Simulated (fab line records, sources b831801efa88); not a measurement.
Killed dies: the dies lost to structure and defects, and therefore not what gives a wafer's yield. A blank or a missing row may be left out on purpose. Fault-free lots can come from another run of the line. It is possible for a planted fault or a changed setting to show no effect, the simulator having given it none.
Chamber matching | flow gf180mcu | GF_CONTACT_ETCH_16 on rie diel-02 has 4 sister chambers
The step etches BARC in N2/H2. 8 wafers are shown with their chamber, then 12 later ones without.

== WAFERS PAIRED WITH THEIR CHAMBERS ==
wafer  | chamber | oes product au (a.u.) | n2 flow sccm (sccm)
L081.2 | 1       | 0.852                 | 100.0
L084.5 | 0       | 0.861                 | 100.3
L087.1 | 1       | 0.862                 | 100.2
L087.2 | 0       | 0.856                 | 99.8
L087.3 | 3       | 0.844                 | 100.4
L091.1 | 2       | 0.845                 | 99.8
L091.2 | 3       | 0.850                 | 100.2
L091.4 | 2       | 0.850                 | 100.0

== WAFERS WITHOUT THEIR CHAMBER ==
wafer  | oes product au (a.u.) | n2 flow sccm (sccm)
L092.1 | 0.856                 | 99.3
L092.2 | 0.856                 | 99.4
L092.4 | 0.852                 | 99.5
L093.1 | 0.857                 | 99.9
L093.2 | 0.858                 | 100.0
L093.5 | 0.863                 | 99.9
L095.2 | 0.856                 | 100.1
L095.4 | 0.858                 | 100.1
L095.6 | 0.853                 | 99.7
L097.2 | 0.852                 | 100.3
L097.3 | 0.859                 | 100.0
L097.6 | 0.853                 | 99.8

== WHICH CHAMBER EACH WENT THROUGH ==
wafer  | from the rows above               | in truth
L092.1 | can't be placed: 2 or 0 or 1 or 3 | 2
L092.2 | can't be placed: 2 or 0 or 1 or 3 | 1
L092.4 | can't be placed: 2 or 0 or 1 or 3 | 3
L093.1 | can't be placed: 0 or 1 or 2      | 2
L093.2 | can't be placed: 0 or 1 or 2      | 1
L093.5 | can't be placed: 0 or 1           | 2
L095.2 | can't be placed: 1 or 0 or 2 or 3 | 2
L095.4 | can't be placed: 1 or 0           | 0
L095.6 | can't be placed: 2 or 0 or 1 or 3 | 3
L097.2 | can't be placed: 3 or 1 or 0 or 2 | 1
L097.3 | can't be placed: 0 or 1           | 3
L097.6 | can't be placed: 2 or 1 or 0 or 3 | 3
0 of 12 placed correctly. Can't be placed from these rows: 12 (the true chamber is among the candidates in 10). Number placed wrongly: 0.
How it was worked out, from the rows above alone: a wafer's distance from a chamber is the root of the sum, over the readings, of the square of ((its reading less the chamber's mean) divided by the reading's scatter). If the next closest chamber is less than 2 further off than the closest, the wafer can't be placed; otherwise it belongs to the closest. Each chamber's mean is taken over the wafers shown for it. The scatter: the root of (the sum of the squares of (reading less its chamber's mean) over the shown wafers, divided by (wafers less chambers)).
